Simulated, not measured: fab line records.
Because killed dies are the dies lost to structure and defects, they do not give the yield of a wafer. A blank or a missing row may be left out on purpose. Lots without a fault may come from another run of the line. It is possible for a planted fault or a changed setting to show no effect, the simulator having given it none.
Struck lot and sound lot, side by side ; flow sky130 ; 31 out of 708 route steps
Sound: these wafers, L264.1, L264.4, L264.6. Struck: wafer L258.4 (left out: L258.2, L258.5 of the same lot, which were not struck); the cause appears at the end.
Each step with rows lists, per side, the tool, then ch with its chambers, then its first start. Under that, the readings that differ: sound wafers ; struck wafers ; difference of the means ; sigmas: that difference in standard deviations of wafers without a fault.
alike: readings whose means differ by less than 2 such deviations, and words and numbers that are the same on both sides. not compared: withheld readings, readings that some wafer has no value for, bounds like >300 that may hide the same value, and numbers for which the record gives no deviation and whose values overlap.
Wherever a step has rows on one side only, a row that says differs or no value, or a row with sigmas, the two part there. Non-overlapping numbers with no deviation appear without sigmas and do not part them. A reading missing from all wafers of one side parts the sides only when that side holds two or more wafers.

SKY_LI_CONTACT_OVL_MEAS_13:
  sound on overlay-01 at day 35 16:36; struck on overlay-02 at day 33 03:29
  alike: LI_CONTACT_OVL
then, 2 steps without rows for these wafers: SKY_LI_CONTACT_ETCH_14 (etches BARC in N2/H2, stops on SiO2, time 45.9 s, target depth 60 nm); SKY_LI_CONTACT_ETCH_15 (etches PSG in C4F8/O2/Ar, stops on Si, target depth 600 nm).
SKY_LI_CONTACT_STRIP_16: strips in O2/N2.
  sound on plasma-asher-04 ch 0,1, day 35 16:46; struck on plasma-asher-03 ch 0, day 33 03:38
reading;sound;struck;difference;sigmas
strip-time-to-endpoint-s (s);3.51 3.50 3.53;3.41;-0.10;-2
  alike: drypump-motor-current-A, oes-product-au
  not compared: rf-hours-counter-h
then, 2 steps without rows for these wafers: SKY_LI_CONTACT_CLEAN_17 (cleans in NMP, time 600 s); SKY_LI_CONTACT_PRE_CLEAN_18 (time 5.6 s).
SKY_LI_CONTACT_SPUTTER_19: material Ti, target thk 20 nm, time 106.37 s.
  sound on pvd-sputter-01 at day 35 17:05; struck on pvd-sputter-01 at day 33 03:56
  alike: throttle-valve-pct
SKY_LI_CONTACT_SPUTTER_20: material TiN, target thk 20 nm, time 80 s.
  sound on pvd-sputter-01 at day 35 17:09; struck on pvd-sputter-01 at day 33 04:01
  alike: throttle-valve-pct
then, 1 step without rows for these wafers: SKY_LI_CONTACT_CVD_21 (deposits W, target thk 400 nm, time 120.56 s).
SKY_LI_CONTACT_RS_MEAS_22: measurement is done with a four-point probe.
  sound on film-metro-04 at day 35 17:20; struck on film-metro-02 at day 33 04:13
  alike: LI_CONTACT_W_RS
SKY_LI_CONTACT_THK_MEAS_23: measures by xrf.
  sound on film-metro-04 at day 35 17:28; struck on film-metro-02 at day 33 04:19
  alike: LI_CONTACT_W_THK
SKY_LI_CONTACT_CMP_24: polishes, stops on PSG, t overpolish 20 s, target thk 0 nm.
  sound on cmp-01 ch 0,1, day 35 17:31; struck on cmp-01 ch 3, day 33 04:25
reading;sound;struck;difference;sigmas
motor-current-A (A);11.7 12.9 13.3;10.9;-1.7;-2
  alike: overpolish-run-s, platen-rpm, time-to-endpoint-s
SKY_LOCAL_INTERCONNECT_SPUTTER_00: material TiN, target thk 100 nm, time 83.3 s.
  sound on pvd-sputter-04 at day 35 17:49; struck on pvd-sputter-04 at day 33 04:40
reading;sound;struck;difference;sigmas
model.TiN_of_LOCAL_INTERCONNECT_SPUTTER_00.thk-nm (nm);101.6 99.56 101.1;139.2;+38.4;
  alike: throttle-valve-pct
SKY_LOCAL_INTERCONNECT_RS_MEAS_01: measurement is done with a four-point probe.
  sound on film-metro-03 at day 35 17:53; struck on film-metro-01 at day 33 04:46
reading;sound;struck;difference;sigmas
LOCAL_INTERCONNECT_TIN_RS (ohm/sq);13.92 14.26 13.98;10.05;-4.00;-29
SKY_LOCAL_INTERCONNECT_THK_MEAS_02: measures by xrf.
  sound on film-metro-03 at day 35 18:00; struck on film-metro-01 at day 33 04:52
reading;sound;struck;difference;sigmas
LOCAL_INTERCONNECT_TIN_THK (nm);102.2 99.7 101.2;141.0;+40.0;+42
then, 8 steps without rows for these wafers: SKY_LOCAL_INTERCONNECT_DEHYDRATE_03 (time 60 s); SKY_LOCAL_INTERCONNECT_HMDS_04 (prime time 60 s); SKY_LOCAL_INTERCONNECT_COAT_05 (resist thk 60 nm); SKY_LOCAL_INTERCONNECT_COAT_06 (resist thk 450 nm); SKY_LOCAL_INTERCONNECT_SOFTBAKE_07 (time 88.39 s); SKY_LOCAL_INTERCONNECT_EXPOSE_08 (exposes mask LI1M, target cd 170 nm); SKY_LOCAL_INTERCONNECT_PEB_09; SKY_LOCAL_INTERCONNECT_DEVELOP_10 (develop time 60 s).
SKY_LOCAL_INTERCONNECT_CD_MEAS_11: target cd 170 nm.
  sound on cd-sem-01 at day 36 20:21; struck on cd-sem-02 at day 34 07:25
  alike: cd-nm
SKY_LOCAL_INTERCONNECT_OVL_MEAS_12:
  sound on overlay-02 at day 36 20:28; struck on overlay-01 at day 34 07:32
  alike: LOCAL_INTERCONNECT_OVL
then, 1 step without rows for these wafers: SKY_LOCAL_INTERCONNECT_ETCH_13 (etches BARC in N2/H2, stops on SiO2, time 45.9 s, target depth 60 nm).
SKY_LOCAL_INTERCONNECT_METAL_ETCH_14: etches TiN in Cl2/BCl3, stops on PSG, target depth 110 nm, time 31.4 s.
  sound on rie-metal-04 ch 0,1, day 36 20:34; struck on rie-metal-02 ch 1, day 34 07:37
reading;sound;struck;difference;sigmas
oes-product-au (a.u.);0.957 0.936 0.946;1.000;+0.054;+7
throttle-valve-pct (%);21.886 21.906 21.904;21.853;-0.046;-5
  alike: drypump-motor-current-A
  not compared: rf-hours-counter-h
SKY_LOCAL_INTERCONNECT_STRIP_15: strips in O2/N2.
  sound on plasma-asher-01 ch 0,1, day 36 20:37; struck on plasma-asher-02 ch 1, day 34 07:40
reading;sound;struck;difference;sigmas
drypump-motor-current-A (A);6.4 6.4 6.3;4.9;-1.5;-3
  alike: oes-product-au, strip-time-to-endpoint-s
  not compared: rf-hours-counter-h
SKY_LOCAL_INTERCONNECT_STRIP_16: strips in post etch residue remover, time 1200 s.
  sound on wet-bench-01 ch 1, day 36 20:43; struck on wet-bench-03 ch 0, day 34 07:46
reading;sound;struck;difference;sigmas
model.TiN_of_LOCAL_INTERCONNECT_SPUTTER_00.thk-nm (nm);101.1 99.14 100.7;138.8;+38.5;
then, 1 step without rows for these wafers: SKY_LOCAL_INTERCONNECT_CLEAN_17 (cleans in IPA, time 180 s).
SKY_PAD_OPEN_PROBE_99:
  rows exist in the record for the sound wafers here (prober-01, day 50 10:07), none for the struck ones

== WHERE THEY PART ==
Last at SKY_PAD_OPEN_PROBE_99 as far as this record goes, first at SKY_LI_CONTACT_STRIP_16.

WHY: what had been put in by the simulator
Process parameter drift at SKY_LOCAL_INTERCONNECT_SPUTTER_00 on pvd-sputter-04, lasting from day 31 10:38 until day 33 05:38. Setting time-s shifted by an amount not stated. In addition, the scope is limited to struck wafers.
